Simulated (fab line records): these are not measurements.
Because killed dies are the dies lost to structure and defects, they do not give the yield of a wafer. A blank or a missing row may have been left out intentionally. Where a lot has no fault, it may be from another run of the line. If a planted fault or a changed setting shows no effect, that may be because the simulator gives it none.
A single fault, viewed from 2 desks + flow sky130 + what lay behind the numbers comes last; until then each desk has only its own

## THE TOOL OWNER'S DESK: implanter-02
The tool's own readings at SKY_NWELL_IMPLANT_11: means of the sampled wafers that have a number, for each lot that ran on this tool. If a lot's mean is further than 4 standard deviations from the usual mean, the lot is out of limits and carries the mark OUT (the distance appears in the brackets).
Columns: A = dose-ions-cm2 at SKY_NWELL_IMPLANT_11, usual 1.8994e+13; B = faraday-current-uA at SKY_NWELL_IMPLANT_11, usual 107.2
| lot  | first seen here | A                            | B               |
|------|-----------------|------------------------------|-----------------|
| L490 | day 4 17:25     | 1.8968e+13                   | 106.1           |
| L498 | day 6 13:51     | 2.8054e+13 (+99 or more) OUT | 156.1 (+26) OUT |
| L499 | day 6 19:25     | 2.8052e+13 (+99 or more) OUT | 155.5 (+25) OUT |
| L500 | day 7 08:56     | 2.8010e+13 (+99 or more) OUT | 158.9 (+27) OUT |
| L511 | day 9 17:28     | 1.9006e+13                   | 106.7           |
This desk finds L498, L499, L500 out of limits, L498 being first, at day 6 13:51 (dose-ions-cm2 at SKY_NWELL_IMPLANT_11). L490, L511 stayed within limits.

## FROM THE METROLOGY DESK
Lot by lot, what the gauges showed, no matter which tool ran the lot: averages of those sampled wafers that carry a number. If a lot's mean is further than 4 standard deviations from the usual mean, the lot is out of limits and carries the mark OUT (the distance appears in the brackets).
Columns: A = FIELD_ISO_CVD_03_THK at SKY_FIELD_ISO_THK_MEAS_04, usual 166.1 nm; B = NWELL_TW at SKY_NWELL_TW_MEAS_15, usual 1822; C = NWELL_RS at SKY_NWELL_RS_MEAS_29, usual 624.8 ohm/sq
| lot  | first seen here | A     | B              | C               |
|------|-----------------|-------|----------------|-----------------|
| L490 | day 1 15:46     | 163.4 | 1828           | 626.2           |
| L495 | day 2 14:58     | 162.9 | 1794           | 623.9           |
| L498 | day 3 05:35     | 165.6 | 2073 (+14) OUT | 507.7 (-78) OUT |
| L499 | day 3 11:21     | 168.5 | 2067 (+14) OUT | 505.6 (-79) OUT |
| L500 | day 3 15:31     | 162.9 | 2067 (+14) OUT | 505.9 (-79) OUT |
| L501 | day 3 23:42     | 167.0 | 1831           | 625.4           |
| L503 | day 4 07:05     | 166.9 | 1831           | 626.3           |
| L506 | day 5 01:52     | 167.9 | 1792           | 624.8           |
| L510 | day 5 19:44     | 167.9 | 1820           | 626.4           |
| L511 | day 6 01:07     | 165.8 | 1791           | 624.3           |
| L513 | day 6 09:04     | 165.3 | 1800           | 625.1           |
This desk's result: L498, L499, L500 out of limits, first on L498 (NWELL_TW at SKY_NWELL_TW_MEAS_15), day 6 14:23. L490, L495, L501, L503, L506, L510, L511, L513 stayed within limits.

## BROUGHT TOGETHER
On L498, L499, L500, at day 6 13:51, an alarm was possible from the tool owner's desk.
Metrology desk: alarm possible at day 6 14:23 on L498, L499, L500.
The lots listed all ran SKY_NWELL_IMPLANT_11 on implanter-02.

## WHAT THE SIMULATOR PUT IN
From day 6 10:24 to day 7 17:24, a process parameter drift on implanter-02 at SKY_NWELL_IMPLANT_11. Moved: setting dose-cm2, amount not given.
Shown lots that were struck: L498, L499, L500.
Hours from the fault's start to each desk's first reading out of limits: the tool owner's desk, 3; the metrology desk, 4.
